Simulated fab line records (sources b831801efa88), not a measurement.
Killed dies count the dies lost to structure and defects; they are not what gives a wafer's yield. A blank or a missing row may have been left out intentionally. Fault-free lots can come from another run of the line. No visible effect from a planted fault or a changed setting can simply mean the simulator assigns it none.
Comparing a struck lot with a sound one | flow sky130 | 21 out of 708 route steps
Sound: wafers L550.1, L550.4, L550.5. Struck: wafers L536.2, L536.3, L536.4. The cause is given at the end.
At each step with rows: each side's tool, then ch and its chambers, then its first start. Under that, the readings that differ: sound wafers | struck wafers | difference of the means | sigmas: that difference in standard deviations of wafers without a fault.
alike: same words and numbers on both sides, and readings whose means sit less than 2 such deviations apart. not compared: any withheld reading, any reading some wafer has no value for, any bound like >300 that may hide the same value, and any number with overlapping values for which the record gives no deviation.
The two part at a step that has a row with sigmas, a row that says differs or no value, or rows on one side only. When numbers do not overlap yet have no deviation, they are printed without sigmas and do not part them. A reading that every wafer of one side lacks parts them only if that side has two wafers or more.

first, 1 step without rows for these wafers: SKY_RES_XHIGH_IMPLANT_07.
SKY_RES_XHIGH_STRIP_08: strips in O2/N2.
  sound on plasma asher-04 ch 0,1, day 33 19:53; struck on plasma asher-02 ch 0,1, day 29 05:08
  reading                     | sound       | struck      | difference | sigmas
  drypump motor current A (A) | 4.7 5.4 4.7 | 6.1 6.1 6.6 | +1.3       | +2
  alike: oes product au, strip time to endpoint s
  not compared: rf hours counter h
SKY_RES_XHIGH_TW_MEAS_09:
  sound on film metro-01, day 33 19:59; struck on film metro-02, day 29 05:14
  reading      | sound          | struck         | difference | sigmas
  RES_XHIGH_TW | 1635 1622 1621 | 1648 1652 1646 | +23        | +2
then, 7 steps without rows for these wafers: SKY_SD_N_DEHYDRATE_00 (time 60 s); SKY_SD_N_HMDS_01 (prime time 60 s); SKY_SD_N_COAT_02 (resist thk 1140 nm); SKY_SD_N_SOFTBAKE_03 (time 60 s); SKY_SD_N_EXPOSE_04 (exposes mask NSDM, target cd 380 nm); SKY_SD_N_PEB_05; SKY_SD_N_DEVELOP_06 (develop time 60 s).
SKY_SD_N_CD_MEAS_07: the cd target is 380 nm.
  sound on cd sem-01, day 34 22:47; struck on cd sem-02, day 30 09:25
  alike: cd nm
SKY_SD_N_OVL_MEAS_08:
  sound on overlay-01, day 34 22:54; struck on overlay-02, day 30 09:31
  alike: SD_N_OVL
SKY_SD_N_IMPLANT_09:
  sound on implanter-03 ch 0, day 34 22:56; struck on implanter-04 ch 0, day 30 09:34
  reading       | sound                         | struck                        | difference | sigmas
  beam on s (s) | 20.5 20.4 19.6                | 16.0 15.8 15.9                | -4.3       | -3
  dose ions cm2 | 3.994e+15 4.004e+15 3.993e+15 | 3.499e+15 3.503e+15 3.499e+15 | -4.967e+14 | -99 or more
  alike: beam energy keV
following that, these wafers have no rows for 1 step: SKY_SD_N_IMPLANT_10.
SKY_SD_N_STRIP_11: strips in O2/N2.
  sound on plasma asher-04 ch 0,1, day 34 23:14; struck on plasma asher-02 ch 0,1, day 30 09:51
  reading                      | sound             | struck            | difference | sigmas
  oes product au (a.u.)        | 0.532 0.528 0.527 | 0.532 0.545 0.536 | +0.009     | +2
  strip time to endpoint s (s) | 22.53 22.53 22.52 | 22.09 22.12 22.10 | -0.42      | -11
  alike: drypump motor current A
  not compared: rf hours counter h
SKY_SD_N_TW_MEAS_12:
  sound on film metro-03, day 34 23:20; struck on film metro-02, day 30 09:58
  reading | sound          | struck         | difference | sigmas
  SD_N_TW | 3994 4011 4017 | 3923 3947 3958 | -65        | -2
then, 1 step without rows for these wafers: SKY_SD_N_CLEAN_13 (cleans in SC1/SC2, time 150 s).
SKY_SD_N_RTA_14: time 2 s.
  sound on rtp anneal-01 ch 0, day 34 23:27; struck on rtp anneal-01 ch 0, day 30 10:04
  reading           | sound                | struck               | difference | sigmas
  anneal temp c max | 1079.6 1080.4 1079.5 | 1082.1 1081.6 1082.6 | +2.3       | +2
  alike: lamp power pct, wafer_temp_C_max
SKY_SD_N_RS_MEAS_16: measures by four-point-probe.
  sound on film metro-01, day 34 23:37; struck on film metro-03, day 30 10:37
  reading          | sound             | struck            | difference | sigmas
  SD_N_RS (ohm/sq) | 68.84 68.58 68.73 | 69.76 69.74 69.76 | +1.04      | +9
  not compared: hold
SKY_SD_N_RS_MEAS_17: measures by four-point-probe.
  sound on film metro-01, day 34 23:44; struck on film metro-03, day 30 13:04
  reading          | sound             | struck                                                                     | difference                   | sigmas
  hold             | - - -             | await dispo/2.3h/release await dispo/2.3h/release await dispo/2.3h/release | no value on the sound wafers |
  SD_P_RS (ohm/sq) | 147.7 147.8 147.8 | 147.2 146.9 147.0                                                          | -0.7                         | -2
-- the record jumps here: 17 days lie between the struck wafers' starts before and after (it left off in module SD_N and takes up again in module PAD_OPEN, whose first step shown is number 708 of the route) --
SKY_PAD_OPEN_PROBE_99:
  sound on prober-01, day 50 17:43; struck on prober-01, day 47 16:21
  reading                            | sound             | struck            | difference | sigmas
  model.etest.res ndiff.line ohm um  | 764.2 769 753.7   | 814.4 820.6 799.7 | +49.3      |
  model.etest.res ndiff hv.rs ohm sq | 113.8 113.2 113.7 | 121.7 121.8 120.6 | +7.8       |
  model.etest.res ndiff.rs ohm sq    | 119.6 118.2 119.8 | 127.4 127.7 127.3 | +8.3       |
  alike: killed_at_M0_to_M3, killed_at_M4_up, killed at contacts, killed at front end, killed at other, killed dies, killed open, killed short

== WHERE THEY PART ==
First at SKY_RES_XHIGH_STRIP_08; last, within this record, at SKY_SD_N_RS_MEAS_17. Later steps at which nothing parts them and some readings are alike: SKY_PAD_OPEN_PROBE_99.

WHY: what had been put in by the simulator
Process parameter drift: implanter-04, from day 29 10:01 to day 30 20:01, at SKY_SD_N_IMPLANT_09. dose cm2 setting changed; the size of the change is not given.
